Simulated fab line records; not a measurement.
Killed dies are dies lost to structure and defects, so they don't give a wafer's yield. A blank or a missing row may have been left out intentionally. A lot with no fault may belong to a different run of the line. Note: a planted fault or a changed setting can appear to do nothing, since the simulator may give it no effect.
Struck lot and sound lot, side by side | flow gf180mcu | 18 steps out of a route of 602
Sound: the wafers L468.4, L468.5, L468.6. Wafers L482.2, L482.4, L482.5 were the ones struck. The cause is named last.
For every step that has rows: the tool of each side, followed by ch and its chambers, followed by its first start. Under that, the readings that differ: sound wafers | struck wafers | difference of the means | sigmas: that difference in standard deviations of wafers without a fault.
alike: same words and numbers on both sides, and readings whose means sit less than 2 such deviations apart. not compared: any withheld reading, any reading some wafer has no value for, any bound like >300 that may hide the same value, and any number with overlapping values for which the record gives no deviation.
A row with sigmas, a row that says differs or no value, or rows on one side alone: a step with any of these is where the two part. Numbers that don't overlap but have no deviation are shown without sigmas and don't part them. A reading missing from all wafers of one side parts the sides only when that side holds two or more wafers.

GF_V2_ETCH_17: etches SiO2 in C4F8/O2/Ar, stops on TiN, target depth 630 nm.
  sound on rie_diel-01 ch 0,1; struck on rie_diel-04 ch 0,2,3
  reading               | sound             | struck            | difference | sigmas
  oes_product_au (a.u.) | 0.862 0.863 0.870 | 0.857 0.855 0.853 | -0.010     | -2
then, 3 steps without rows for these wafers: GF_V2_STRIP_18 (strips in O2/N2); GF_V2_STRIP_19 (strips in post etch residue remover, time 1200 s); GF_V2_CLEAN_20 (cleans in DIW).
GF_V2_SPUTTER_21: material Ti, target thk 15 nm, time 80.02 s.
  struck on pvd_sputter-02, day 25 23:36; sound on pvd_sputter-02, day 21 02:58
  alike: cathode_dc_power_W, chamber_pressure_pa, throttle_valve_pct
GF_V2_SPUTTER_22: material TiN, target thk 10 nm, time 40 s.
  struck on pvd_sputter-02, day 25 23:40; sound on pvd_sputter-02, day 21 03:01
  reading                  | sound             | struck            | difference | sigmas
  chamber_pressure_pa (Pa) | 4.998 5.017 5.007 | 4.988 4.994 4.976 | -0.021     | -2
  alike: cathode_dc_power_W, throttle_valve_pct
then, 1 step without rows for these wafers: GF_V2_CVD_23 (deposits W, target thk 350 nm, time 104.94 s).
GF_V2_RS_MEAS_24: measurement is done with a four-point probe.
  struck on film_metro-01, day 25 23:50; sound on film_metro-01, day 21 03:14
  alike: V2_W_RS
GF_V2_THK_MEAS_25: measures by xrf.
  struck on film_metro-01, day 25 23:56; sound on film_metro-01, day 21 03:19
  alike: V2_W_THK
then, 2 steps without rows for these wafers: GF_V2_CMP_26 (polishes, stops on SiO2, t overpolish 15 s, target thk 0 nm); GF_M3_SPUTTER_00 (material Ti, target thk 37.5 nm, time 150 s).
GF_M3_SPUTTER_01: material TiN, target thk 30 nm, time 25 s.
  struck on pvd_sputter-03, day 26 00:23; sound on pvd_sputter-03, day 21 03:45
  alike: cathode_dc_power_W, chamber_pressure_pa, throttle_valve_pct
GF_M3_SPUTTER_02: material AlCu, target thk 450 nm, time 23.9 s.
  struck on pvd_sputter-03, day 26 00:25; sound on pvd_sputter-03, day 21 03:47
  no value came back on the struck wafers for cathode_dc_power_W (W), chamber_pressure_pa (Pa), throttle_valve_pct (%); on the sound wafers cathode_dc_power_W (W) reads 10600 10601 10601
GF_M3_SPUTTER_03: material Ti, target thk 10 nm, time 6.7 s.
  struck on pvd_sputter-03, day 26 00:27; sound on pvd_sputter-03, day 21 03:49
  alike: cathode_dc_power_W, chamber_pressure_pa, throttle_valve_pct
then, 1 step without rows for these wafers: GF_M3_SPUTTER_04 (material TiN, target thk 50 nm, time 41.7 s).
GF_M3_RS_MEAS_05: measurement is done with a four-point probe.
  struck on film_metro-04, day 26 00:32; sound on film_metro-04, day 21 03:56
  reading             | sound                | struck               | difference | sigmas
  M3_ALCU_RS (ohm/sq) | 0.0695 0.0699 0.0698 | 7.1480 7.1111 7.1298 | +7.0599    | +99 or more
GF_M3_THK_MEAS_06: measures by xrf.
  struck on film_metro-04, day 26 00:38; sound on film_metro-04, day 21 04:01
  reading          | sound       | struck   | difference | sigmas
  M3_ALCU_THK (nm) | 458 458 454 | <0 <0 <0 | differs    |
then, 1 step without rows for these wafers: GF_M3_DEHYDRATE_07 (time 60 s).

WHERE THEY PART
At GF_V2_ETCH_17 first; at GF_M3_THK_MEAS_06 last (within this record only).

WHY: whatever the simulator had introduced
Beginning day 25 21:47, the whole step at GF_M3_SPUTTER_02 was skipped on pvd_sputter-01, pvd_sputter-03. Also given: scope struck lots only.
